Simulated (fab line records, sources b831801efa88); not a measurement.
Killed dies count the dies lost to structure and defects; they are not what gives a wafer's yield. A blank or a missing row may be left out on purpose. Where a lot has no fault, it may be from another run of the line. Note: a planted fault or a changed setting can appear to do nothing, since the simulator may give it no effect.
fab line records	flow gf180mcu
[record] lots = 15	wafers = 45	last-day = 34
route steps=602 shown STI@22 DNWELL@41 VT_IMPLANT@135 POLY_GATE@168
lots with no fault: from the same line, run without faults
start-h: the number of hours between the record's first day and the start of the first shown wafer of the lot	wait-h: hours elapsed since this lot's preceding step	" identical to the entry in the row above	L1.1+2: a single row standing in for several wafers	- no value present, or no start provided	* or withheld: withheld	< > ~ a bound
route shown NAME@n: NAME is a module with steps in the file, n the number in the route of the first one	usual: the fault-free wafers' mean and standard deviation	same: alike in all rows	chamber/n: place in a boat	sites: readings site by site	_std_site: the standard deviation of these	_edge_site: inner sites' mean taken away from outer sites' mean	radius-mm: how far each site lies from the wafer's centre	mask NAME#n: copy n	behind: the tool/chamber that last shaped the wafer	hold: reason for holding the lot/hours on hold/outcome of the hold	device: which transistor (n, p or np) failed to switch	end of line: tests of these same wafers at the route's end	a step with no rows: only its recipe	killed: dies that structure and defects cost at the first sort, which is not the same as the wafer's yield	map: the dies of a wafer, with x for killed, . for not killed, _ for no die there
set.NAME: the setting the step ran with; set.NAME@STEP: the setting that earlier step ran with	model.NAME: the simulator's own value behind a step, which no gauge read
the route's steps for a sample of lots (tables are steps, rows are wafers)
services: the hour from which a tool's chamber was out of use, counted from the record's first day as start-h (under 0 if before that day), plus the number of hours and why
[[steps]]
[step GF_STI_OXIDATION_21]
[recipe] temp-c = 1000	ambient = O2	stabilise-s = 600	purge-s = 300	target-thk-a = 150	ox-time-s = 458
[usual] ox-temp-c = 1000.1/0.39	ox-temp-c-max = 1004.0/0.85	spike-tc-bottom-C = 1018.4/1.2
lot.wafer	tool	chamber	start-h	wait-h	ox-temp-c	ox-temp-c-max	spike-tc-bottom-C
L536.2	furnace-02	0	26.22	0.0	999.8	1003.7	1018.3
L536.3	"	0	"	"	999.8	1003.5	1017.3
L536.5	"	0	"	"	1000.0	1005.6	1015.4
L538.1	furnace-02	0	36.14	0.0	1000.4	1004.8	1017.8
L538.3	"	0	"	"	1000.1	1004.6	1018.2
L538.5	"	0	"	"	999.9	1003.7	1017.4
L541.3	furnace-02	0	51.76	0.0	999.8	1004.1	1017.0
L541.4	"	0	"	"	1000.0	1003.8	1018.0
L541.6	"	0	"	"	1000.5	1005.9	1017.6
L544.2	furnace-02	0	67.28	0.0	999.6	1004.5	1017.8
L544.4	"	0	"	"	1000.1	1004.8	1018.4
L544.6	"	0	"	"	1000.3	1004.7	1016.4
L546.1	furnace-01	-	77.91	0.0	-	-	-
L546.2	"	-	"	"	-	-	-
L546.6	"	-	"	"	-	-	-
L547.3	furnace-01	-	82.99	0.0	-	-	-
L547.5	"	-	"	"	-	-	-
L547.6	"	-	"	"	-	-	-
L548.2	furnace-01	-	88.62	0.0	-	-	-
L548.5	"	-	"	"	-	-	-
L548.6	"	-	"	"	-	-	-
L550.2	furnace-01	0	99.73	0.9	999.6	1004.6	1018.2
L550.4	"	0	"	"	1000.3	1005.3	1017.6
L550.5	"	0	"	"	1000.0	1004.1	1019.7
L553.1	furnace-02	0	113.62	0.0	1000.2	1003.6	1018.5
L553.2	"	0	"	"	1000.4	1005.7	1017.7
L553.3	"	0	"	"	1000.1	1004.5	1016.2
L554.2	furnace-01	0	118.84	0.0	999.9	1003.6	1019.0
L554.4	"	0	"	"	1000.1	1003.6	1019.2
L554.6	"	0	"	"	1000.2	1004.1	1018.7
L555.2	furnace-01	0	123.25	0.0	999.7	1002.7	1017.7
L555.5	"	0	"	"	1000.8	1003.4	1018.4
L555.6	"	0	"	"	1000.9	1004.3	1018.4
L556.1	furnace-01	0	128.74	0.0	1000.3	1004.2	1018.5
L556.5	"	0	"	"	999.7	1003.0	1017.5
L556.6	"	0	"	"	999.9	1002.7	1019.5
L557.1	furnace-01	0	134.74	0.0	1000.3	1003.6	1017.5
L557.2	"	0	"	"	999.7	1003.5	1019.8
L557.4	"	0	"	"	1000.1	1004.0	1020.1
L558.1	furnace-02	0	141.30	0.0	1000.3	1005.3	1019.5
L558.3	"	0	"	"	1000.4	1005.4	1016.2
L558.6	"	0	"	"	1000.5	1004.0	1018.3
L559.2	furnace-01	0	147.81	2.3	999.8	1004.9	1018.7
L559.3	"	0	"	"	999.5	1002.8	1019.2
L559.4	"	0	"	"	999.5	1003.4	1018.8
[step GF_DNWELL_TW_MEAS_09]
[usual] DNWELL_TW = 1352/11
lot.wafer	tool	chamber	start-h	wait-h	DNWELL_TW
L536.2	film-metro-02	-	42.94	0.1	1346
L536.3	"	-	"	"	1348
L536.5	"	-	"	"	1336
L538.1	film-metro-01	-	52.08	0.1	1358
L538.3	"	-	"	"	1355
L538.5	"	-	"	"	1360
L541.3	film-metro-01	-	68.69	0.1	1353
L541.4	"	-	"	"	1361
L541.6	"	-	"	"	1345
L544.2	film-metro-02	-	84.69	0.1	1335
L544.4	"	-	"	"	1342
L544.6	"	-	"	"	1345
L550.2	film-metro-01	-	118.96	0.1	1346
L550.4	"	-	"	"	1355
L550.5	"	-	"	"	1344
L553.1	film-metro-01	-	132.16	0.1	1364
L553.2	"	-	"	"	1361
L553.3	"	-	"	"	1366
L554.2	film-metro-02	-	137.84	0.1	1357
L554.4	"	-	"	"	1368
L554.6	"	-	"	"	1358
L555.2	film-metro-02	-	142.42	0.1	1338
L555.5	"	-	"	"	1338
L555.6	"	-	"	"	1341
L556.1	film-metro-04	-	148.71	0.1	1351
L556.5	"	-	"	"	1357
L556.6	"	-	"	"	1368
L557.1	film-metro-02	-	154.53	0.1	1338
L557.2	"	-	"	"	1334
L557.4	"	-	"	"	1333
L558.1	film-metro-04	-	162.08	0.1	1364
L558.3	"	-	"	"	1363
L558.6	"	-	"	"	1361
L559.2	film-metro-01	-	167.59	0.1	1342
L559.3	"	-	"	"	1344
L559.4	"	-	"	"	1333
[step GF_VT_IMPLANT_RTA_45]
[recipe] temp-c = 1050	time-s = 30	ambient = N2
[usual] lamp-power-pct = 36/3.8	wafer_temp_C_max = 1055.2/2.3
[same] time-s = 30
lot.wafer	tool	chamber	start-h	wait-h	lamp-power-pct	wafer_temp_C_max
L536.2	rtp-anneal-02	0	156.70	0.0	40	1053.9
L536.3	"	0	"	"	40	1052.6
L536.5	"	0	"	"	40	1053.1
L538.1	rtp-anneal-02	0	168.73	0.0	40	1054.0
L538.3	"	0	"	"	40	1052.4
L538.5	"	0	"	"	40	1054.3
L541.3	rtp-anneal-01	0	188.99	0.0	32	1056.3
L541.4	"	0	"	"	32	1055.0
L541.6	"	0	"	"	32	1056.0
L544.2	rtp-anneal-02	0	208.45	0.0	40	1053.1
L544.4	"	0	"	"	40	1053.6
L544.6	"	0	"	"	40	1053.3
L550.2	rtp-anneal-02	0	253.30	0.0	40	1053.5
L550.4	"	0	"	"	40	1054.0
L550.5	"	0	"	"	40	1053.4
L553.1	rtp-anneal-01	0	271.52	0.0	32	1061.0
L553.2	"	0	"	"	32	1056.6
L553.3	"	0	"	"	32	1059.9
L554.2	rtp-anneal-02	0	277.41	0.0	40	1053.7
L554.4	"	0	"	"	40	1052.7
L554.6	"	0	"	"	40	1052.5
L555.2	rtp-anneal-02	0	283.54	0.0	40	1052.3
L555.5	"	0	"	"	40	1053.5
L555.6	"	0	"	"	40	1054.2
L556.1	rtp-anneal-01	0	292.17	0.0	32	1056.3
L556.5	"	0	"	"	32	1055.9
L556.6	"	0	"	"	32	1055.8
L557.1	rtp-anneal-02	0	299.71	0.0	40	1053.5
L557.2	"	0	"	"	40	1052.9
L557.4	"	0	"	"	40	1053.6
L558.1	rtp-anneal-01	0	307.72	0.0	32	1058.6
L558.3	"	0	"	"	32	1055.7
L558.6	"	0	"	"	32	1056.6
L559.2	rtp-anneal-02	0	314.93	0.0	40	1053.6
L559.3	"	0	"	"	40	1053.5
L559.4	"	0	"	"	40	1053.7
[step GF_POLY_GATE_OVL_MEAS_11]
[usual] POLY_GATE_OVL = 4/5.3
lot.wafer	tool	chamber	start-h	wait-h	POLY_GATE_OVL[nm]
L536.2	overlay-01	-	197.28	0.1	-9
L536.3	"	-	"	"	-2
L536.5	"	-	"	"	-2
L538.1	overlay-02	-	209.92	0.1	2
L538.3	"	-	"	"	12
L538.5	"	-	"	"	5
L541.3	overlay-02	-	229.40	0.1	3
L541.4	"	-	"	"	4
L541.6	"	-	"	"	2
L544.2	overlay-01	-	251.11	0.1	12
L544.4	"	-	"	"	6
L544.6	"	-	"	"	7
L550.2	overlay-01	-	299.51	0.1	4
L550.4	"	-	"	"	7
L550.5	"	-	"	"	3
L553.1	overlay-02	-	317.17	0.1	7
L553.2	"	-	"	"	6
L553.3	"	-	"	"	5
L554.2	overlay-01	-	323.51	0.1	10
L554.4	"	-	"	"	7
L554.6	"	-	"	"	7
L555.2	overlay-02	-	330.73	0.1	3
L555.5	"	-	"	"	5
L555.6	"	-	"	"	4
L556.1	overlay-02	-	339.57	0.1	4
L556.5	"	-	"	"	4
L556.6	"	-	"	"	-1
L557.1	overlay-01	-	348.80	0.1	9
L557.2	"	-	"	"	11
L557.4	"	-	"	"	7
L558.1	overlay-02	-	356.15	0.1	0
L558.3	"	-	"	"	2
L558.6	"	-	"	"	8
L559.2	overlay-01	-	365.19	0.1	6
L559.3	"	-	"	"	3
L559.4	"	-	"	"	5
[[services]]
tool	chamber	start-h	hours	kind
furnace-02	-	96.54	4.9	pm
furnace-02	-	165.37	2.9	pm
rtp-anneal-02	-	175.18	0.8	pm
furnace-01	-	177.20	2.8	pm
rtp-anneal-01	-	193.17	5.8	pm
furnace-02	-	230.92	3.8	pm
[[key]]
[first-sign] step = GF_STI_OXIDATION_21	reading = tool-record	direction = missing
effect none on later readings
met-at GF_STI_OXIDATION_21
struck-lots L546,L547,L548
later-rows-left-out L546.1,L546.2,L546.6,L547.3,L547.5,L547.6,L548.2,L548.5,L548.6
sort-left-out L546.1,L546.2,L546.6,L547.3,L547.5,L547.6,L548.2,L548.5,L548.6
tester-left-out L546,L547,L548
not-acting-at GF_DNWELL_TW_MEAS_09,GF_VT_IMPLANT_RTA_45,GF_POLY_GATE_OVL_MEAS_11
[fault] kind = skipped-step-whole	tool = furnace-01	chamber = -	onset-h = 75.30	steps = GF_STI_OXIDATION_21	scope = struck-lots-only
// tester-left-out: of these lots the tester's yield and bins aren't shown, on N5 and GAA mostly nor the transistor test; their killed dies are dies lost to structure and defects alone, not to doping, threshold or leakage, so they don't give the yield
// sort-left-out: the simulated sort isn't trusted on such a fault, so these wafers' sort isn't shown, and their yield isn't known
// later-rows-left-out: the simulator's readings of these wafers behind a module that went badly wrong aren't trusted and aren't shown, but for the sort
